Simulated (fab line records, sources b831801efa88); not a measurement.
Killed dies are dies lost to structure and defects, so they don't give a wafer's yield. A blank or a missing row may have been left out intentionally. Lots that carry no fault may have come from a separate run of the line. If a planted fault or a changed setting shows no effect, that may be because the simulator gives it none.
Which tool is to blame? | flow gf180mcu | Sampling: 14 lots, 40 wafers, 4 of 602 route steps

== WHAT THE GAUGES SHOWED, per wafer ==
GF_V5_THK_MEAS_03.
lot  | measured     | on            | V5_CVD_02_THK (nm)
L375 | day 26 07:16 | film-metro-03 | 1446 1460 1442
L376 | day 26 14:50 | film-metro-02 | 1441 1445 1436
L377 | day 27 02:49 | film-metro-02 | 1455 1472 1484
L379 | day 27 17:12 | film-metro-04 | 1435 1446 1448
L382 | day 28 18:36 | film-metro-03 | 1447 1454 1446
L383 | day 28 18:58 | film-metro-02 | 1447 1443 1468
L386 | day 30 00:08 | film-metro-04 | 1481 1488 1496
L387 | day 30 03:58 | film-metro-04 | 1428 1406 1438
L388 | day 30 07:29 | film-metro-04 | 1433 1480 1459
L389 | day 30 16:43 | film-metro-02 | 1448 1442 1451
L390 | day 30 21:16 | film-metro-03 | 1477 1516 1487
L391 | day 31 01:02 | film-metro-03 | 1431 1434 1460

== TOOL THAT RAN EACH LOT (tool first, then ch and the chambers of the sampled wafers, then the start) ==
lot  | GF_MIM_SPUTTER_03            | GF_M5_EXPOSE_04                   | GF_M5_ETCH_09
L375 | pvd-sputter-02, day 24 10:47 | krf-scanner-02 ch 0, day 25 19:44 | rie-diel-02 ch 0,3, day 26 06:20
L376 | pvd-sputter-04, day 24 19:21 | krf-scanner-02 ch 0, day 26 03:39 | rie-diel-02 ch 0,3, day 26 13:56
L377 | pvd-sputter-01, day 25 06:44 | krf-scanner-01 ch 0, day 26 15:36 | rie-diel-02 ch 1,2, day 27 01:56
L379 | pvd-sputter-04, day 25 22:36 | krf-scanner-01 ch 0, day 27 06:20 | rie-diel-02 ch 2,3, day 27 16:14
L382 | pvd-sputter-02, day 27 00:38 | krf-scanner-01 ch 0, day 28 08:09 | rie-diel-03 ch 0,1,3, day 28 17:41
L383 | pvd-sputter-01, day 27 02:13 | krf-scanner-02 ch 0, day 28 08:34 | rie-diel-02 ch 0,1,2, day 28 18:04
L386 | pvd-sputter-04, day 28 09:20 | krf-scanner-01 ch 0, day 29 13:49 | rie-diel-02 ch 0,1, day 29 23:11
L387 | pvd-sputter-04, day 28 12:30 | krf-scanner-01 ch 0, day 29 17:28 | rie-diel-02 ch 1,2,3, day 30 03:05
L388 | pvd-sputter-04, day 28 16:02 | krf-scanner-01 ch 0, day 29 21:24 | rie-diel-02 ch 0,2, day 30 06:35
L389 | pvd-sputter-04, day 29 01:48 | krf-scanner-02 ch 0, day 30 06:32 | rie-diel-02 ch 0,2,3, day 30 15:43
L390 | pvd-sputter-04, day 29 07:23 | krf-scanner-02 ch 0, day 30 11:18 | rie-diel-03 ch 0,1, day 30 20:17
L391 | pvd-sputter-04, day 29 10:38 | krf-scanner-02 ch 0, day 30 15:16 | rie-diel-03 ch 0,2,3, day 31 00:08
L394 | pvd-sputter-04, day 30 10:10 | krf-scanner-01, day 31 13:59      | rie-diel-01 ch 0, day 31 21:44
L395 | pvd-sputter-04, day 30 18:20 | krf-scanner-01, day 31 21:13      | rie-diel-03 ch 0,2,3, day 32 05:37
- GF_MIM_SPUTTER_03: material Ti, target thk 10 nm, time 6.7 s.
- GF_M5_EXPOSE_04: exposes mask Metal5, target cd 280 nm.
- GF_M5_ETCH_09: etches Si3N4 in CF4/O2, target depth 52 nm, time 11.6 s.

== AS READ BY THE TOOLS THEMSELVES (means over the sampled wafers that have a number; for cases with no such wafer, the mark the record gives instead) ==
GF_MIM_SPUTTER_03.
lot  | tool           | throttle-valve-pct (%)
L375 | pvd-sputter-02 | 29.4
L376 | pvd-sputter-04 | 30.1
L377 | pvd-sputter-01 | 30.0
L379 | pvd-sputter-04 | 28.5
L382 | pvd-sputter-02 | 29.8
L383 | pvd-sputter-01 | 30.0
L386 | pvd-sputter-04 | 30.0
L387 | pvd-sputter-04 | 29.0
L388 | pvd-sputter-04 | 28.7
L389 | pvd-sputter-04 | 30.2
L390 | pvd-sputter-04 | 29.1
L391 | pvd-sputter-04 | 30.1
L394 | pvd-sputter-04 | 30.4
L395 | pvd-sputter-04 | 29.6

GF_M5_EXPOSE_04.
lot  | tool           | exposure-dose-mJ-cm2 | focus-offset-nm (nm)
L375 | krf-scanner-02 | 28.026               | -0.6
L376 | krf-scanner-02 | 28.009               | -0.2
L377 | krf-scanner-01 | 27.997               | -0.4
L379 | krf-scanner-01 | 28.009               | 0.0
L382 | krf-scanner-01 | 28.039               | 0.5
L383 | krf-scanner-02 | 28.008               | 0.4
L386 | krf-scanner-01 | 28.000               | -0.2
L387 | krf-scanner-01 | 28.000               | 0.5
L388 | krf-scanner-01 | 27.984               | 0.5
L389 | krf-scanner-02 | 27.951               | 0.5
L390 | krf-scanner-02 | 27.968               | 0.2
L391 | krf-scanner-02 | 28.011               | -0.2
L394 | krf-scanner-01 | -                    | -
L395 | krf-scanner-01 | -                    | -

GF_M5_ETCH_09.
lot  | tool        | drypump-motor-current-A (A) | oes-product-au (a.u.) | throttle-valve-pct (%)
L375 | rie-diel-02 | 5.9                         | 0.990                 | 5.962
L376 | rie-diel-02 | 5.9                         | 0.985                 | 5.960
L377 | rie-diel-02 | 5.1                         | 1.002                 | 5.976
L379 | rie-diel-02 | 5.2                         | 0.984                 | 5.958
L382 | rie-diel-03 | 5.6                         | 0.996                 | 5.964
L383 | rie-diel-02 | 5.4                         | 1.001                 | 5.978
L386 | rie-diel-02 | 5.8                         | 1.005                 | 5.964
L387 | rie-diel-02 | 5.4                         | 0.997                 | 5.968
L388 | rie-diel-02 | 5.5                         | 1.010                 | 5.980
L389 | rie-diel-02 | 5.5                         | 0.998                 | 5.967
L390 | rie-diel-03 | 5.5                         | 1.009                 | 5.977
L391 | rie-diel-03 | 5.7                         | 1.001                 | 5.959
L394 | rie-diel-01 | 5.1                         | 0.381                 | 5.800
L395 | rie-diel-03 | 5.7                         | 0.371                 | 5.784

== THE ANSWER, worked out from the rows above alone ==
Rule: usual is defined by the lots themselves. Put in order of their means at a reading, lots are off if they are a third of the lots or fewer, leave a main group of 4 or more, and stand apart from it by a gap of 3 or more times the standard deviation of the main group's means; of several such gaps the widest counts. The tables above print the reading to a certain number of digits; a main group whose means all agree to those digits is not used. A lot without any number at a reading at which 4 lots or more have one is off too. Any other lot the step has rows for is counted as sound. After the gauges, taken in route order, come the tools' own readings; for these a lot's mean is taken, as printed above. At the first step where some lot is off, the reading lying furthest off is the one used; lots without a number count as furthest.
Off: L394, L395, at GF_M5_EXPOSE_04 (exposure-dose-mJ-cm2). Without a number there: L394, L395. The main group: mean 28.000, standard deviation 0.023.
If a tool, at that step or one of the process steps before it, ran each lot that is off and ran no sound lot following the first of them, it fits. 2 tools fit, pvd-sputter-04 at GF_MIM_SPUTTER_03 and krf-scanner-01 at GF_M5_EXPOSE_04, so this cannot tell which one it is.

== WHAT THE SIMULATOR HAD PUT IN ==
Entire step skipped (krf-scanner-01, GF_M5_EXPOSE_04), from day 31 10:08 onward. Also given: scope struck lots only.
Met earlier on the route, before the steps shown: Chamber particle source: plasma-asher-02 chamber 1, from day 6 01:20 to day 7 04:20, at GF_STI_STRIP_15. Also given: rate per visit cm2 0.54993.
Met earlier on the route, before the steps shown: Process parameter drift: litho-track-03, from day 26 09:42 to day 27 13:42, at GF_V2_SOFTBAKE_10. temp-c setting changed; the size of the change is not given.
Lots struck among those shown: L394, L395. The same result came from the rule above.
